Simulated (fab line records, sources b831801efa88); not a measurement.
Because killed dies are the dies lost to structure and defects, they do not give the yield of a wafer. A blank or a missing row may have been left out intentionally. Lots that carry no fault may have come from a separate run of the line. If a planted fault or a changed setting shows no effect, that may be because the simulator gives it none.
Split-lot study    flow gf180mcu    23 wafers read across 5 lots, on a route 602 steps long

== THE SPLIT ITSELF ==
At GF_DUAL_GATE_COAT_06 (resist thk 1000 nm), the setting spin rpm was moved away from the recipe's 3000 rpm on 10 of the 23 wafers read, by -2.5% to +5.6%. For the rest of the wafers, this setting stayed at what the recipe calls for.

The reading comes from the split's own step.

== THE READING ==
NOVOLAK_of_DUAL_GATE_COAT_06.thk nm (the simulator's own value, which no gauge read), in nm, at GF_DUAL_GATE_COAT_06 (resist thk 1000 nm). The file gives no usual value for it. Across the 13 wafers here that went through the recipe, the average is 997.5 nm and the standard deviation 2.8 nm.

wafer   tool, chamber at the split  spin rpm as run, rpm  against the recipe  NOVOLAK_of_DUAL_GATE_COAT_06.thk nm, nm  against lot-mates on the recipe
L074.2  litho track-01, 0           2926                  -2.5%               1011                                     +12.5
L074.3  litho track-01, 0           2926                  -2.5%               1011                                     +12.5
L074.6  litho track-01, 0           2926                  -2.5%               1011                                     +12.5
L074.4  litho track-01, 0           3000                  recipe              999.3                                    -
L074.5  litho track-01, 0           3000                  recipe              997.7                                    -
L078.1  litho track-01, 0           3000                  recipe              1000                                     -
L078.2  litho track-01, 0           3169                  +5.6%               970.4                                    -29.1
L078.4  litho track-01, 0           3000                  recipe              999                                      -
L078.5  litho track-01, 0           3169                  +5.6%               974.7                                    -24.8
L078.6  litho track-01, 0           3169                  +5.6%               974.9                                    -24.6
L082.2  litho track-01, 0           3000                  recipe              1000                                     -
L082.3  litho track-01, 0           3000                  recipe              997.5                                    -
L082.4  litho track-01, 0           3000                  recipe              1002                                     -
L084.1  litho track-03, 0           3062                  +2.1%               982.1                                    -11.4
L084.2  litho track-03, 0           3062                  +2.1%               984.3                                    -9.2
L084.3  litho track-03, 0           3000                  recipe              990.6                                    -
L084.4  litho track-03, 0           3000                  recipe              994.1                                    -
L084.6  litho track-03, 0           3000                  recipe              995.7                                    -
L085.1  litho track-04, 0           2928                  -2.4%               1013                                     +15.6
L085.3  litho track-04, 0           3000                  recipe              997.8                                    -
L085.4  litho track-04, 0           2928                  -2.4%               1012                                     +14.6
L085.5  litho track-04, 0           3000                  recipe              996.9                                    -
L085.6  litho track-04, 0           3000                  recipe              997.5                                    -

FIT RESULTS
A straight line over all 23 wafers: NOVOLAK_of_DUAL_GATE_COAT_06.thk nm changes by -4.83 nm for each +1% of spin rpm; r = -0.97; the points scatter about the line by 3.1 nm.
The same after taking each lot's own level away (the mean of its wafers on the recipe; 23 wafers): -4.9 nm for each +1%; r = -0.99; scatter 1.8 nm.
That fit puts the effect of the largest move of spin rpm on the reading at 28 nm.
Across the lots, their own levels run from 993.47 to 999.83 nm, a range of 2.3 times the standard deviation given above.
The two slopes agree, so the slope changes little with the lot-to-lot level.
Check: for one of the wafers moved furthest among these (+5.6%), held out of the fit, the line's prediction against its lot-mates is -26.4 nm. Against them it came out at -29.1 nm.

== OTHER SPLITS APPLIED TO THESE WAFERS ==
Before the reading, these wafers also passed through other splits. Each is held against what the fit with the lots' levels taken away leaves over:
other split on the same wafers           wafers away from the commonest value  r with NOVOLAK_of_DUAL_GATE_COAT_06.thk nm (lot level and that fit taken away)
GF_STI_OXIDATION_01 temp c               18                                    -0.06
GF_STI_WET_ETCH_28 temp c                15                                    +0.15
GF_DNWELL_COAT_02 spin rpm               4                                     -0.20
GF_LVPWELL_IMPLANT_09 energy kev         6                                     -0.33
GF_MVPSD_SOFTBAKE_03 temp c              7                                     +0.29
GF_VT_IMPLANT_COAT_13 resist thk nm      11                                    +0.04
GF_VT_IMPLANT_DEVELOP_17 develop time s  9                                     -0.16

== THE WHOLE CHAIN: every reading that the file lists as answering this split, in the file's order ==
step                   what it does        reading                                                                               change (the file's fit)               r (the file's)
GF_DUAL_GATE_COAT_06   resist thk 1000 nm  NOVOLAK_of_DUAL_GATE_COAT_06.thk nm (the simulator's own value, which no gauge read)  -4.93 nm for each +1% of the setting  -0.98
GF_DUAL_GATE_STRIP_13  strips in O2/N2     strip time to endpoint s                                                              withheld for each +1% of the setting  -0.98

== FILE'S OWN FIT ==
NOVOLAK_of_DUAL_GATE_COAT_06.thk nm changes by -4.93 nm for each +1% of spin rpm, r = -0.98.
